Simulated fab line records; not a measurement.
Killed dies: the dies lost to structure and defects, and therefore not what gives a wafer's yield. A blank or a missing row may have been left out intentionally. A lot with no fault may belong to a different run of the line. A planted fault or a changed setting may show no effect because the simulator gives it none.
Chamber matching / flow gf180mcu / GF_PASSIVATION_CVD_00 on pecvd-03 has 3 sister chambers
The step deposits SiO2 from TEOS, target thk 1000 nm, time 111.95 s. 3 wafers are shown with their chamber, then 8 later ones without.

## WAFERS WITH THEIR CHAMBER
wafer=L152.1; chamber=1; heaterPowerW (W)=636
wafer=L152.2; chamber=2; heaterPowerW (W)=657
wafer=L156.2; chamber=0; heaterPowerW (W)=593

## WAFERS WITHOUT THEIR CHAMBER
wafer=L156.3; heaterPowerW (W)=691
wafer=L156.6; heaterPowerW (W)=655
wafer=L163.1; heaterPowerW (W)=607
wafer=L163.2; heaterPowerW (W)=700
wafer=L163.5; heaterPowerW (W)=767
wafer=L167.1; heaterPowerW (W)=570
wafer=L167.3; heaterPowerW (W)=698
wafer=L167.4; heaterPowerW (W)=740

## EACH ONE'S CHAMBER
wafer=L156.3; from the rows above=can't be placed: 2 or 1 or 0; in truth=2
wafer=L156.6; from the rows above=can't be placed: 2 or 1 or 0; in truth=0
wafer=L163.1; from the rows above=can't be placed: 0 or 1 or 2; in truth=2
wafer=L163.2; from the rows above=can't be placed: 2 or 1 or 0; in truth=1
wafer=L163.5; from the rows above=can't be placed: 2 or 1 or 0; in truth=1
wafer=L167.1; from the rows above=can't be placed: 0 or 1 or 2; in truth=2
wafer=L167.3; from the rows above=can't be placed: 2 or 1 or 0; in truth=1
wafer=L167.4; from the rows above=can't be placed: 2 or 1 or 0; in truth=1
0 of 8 placed correctly. Unplaceable from these rows: 8, with the true chamber sitting among the candidates in 8. 0 placed wrongly.
How it was worked out, from the rows above alone: a wafer's distance from a chamber is the root of the sum, over the readings, of the square of ((its reading less the chamber's mean) divided by the reading's scatter). If the next closest chamber is less than 2 further off than the closest, the wafer can't be placed; otherwise it belongs to the closest. The mean given for a chamber averages the wafers shown for that chamber. The scatter: root of mean squared gap, hidden wafer to nearest shown wafer, with one shown wafer a chamber.
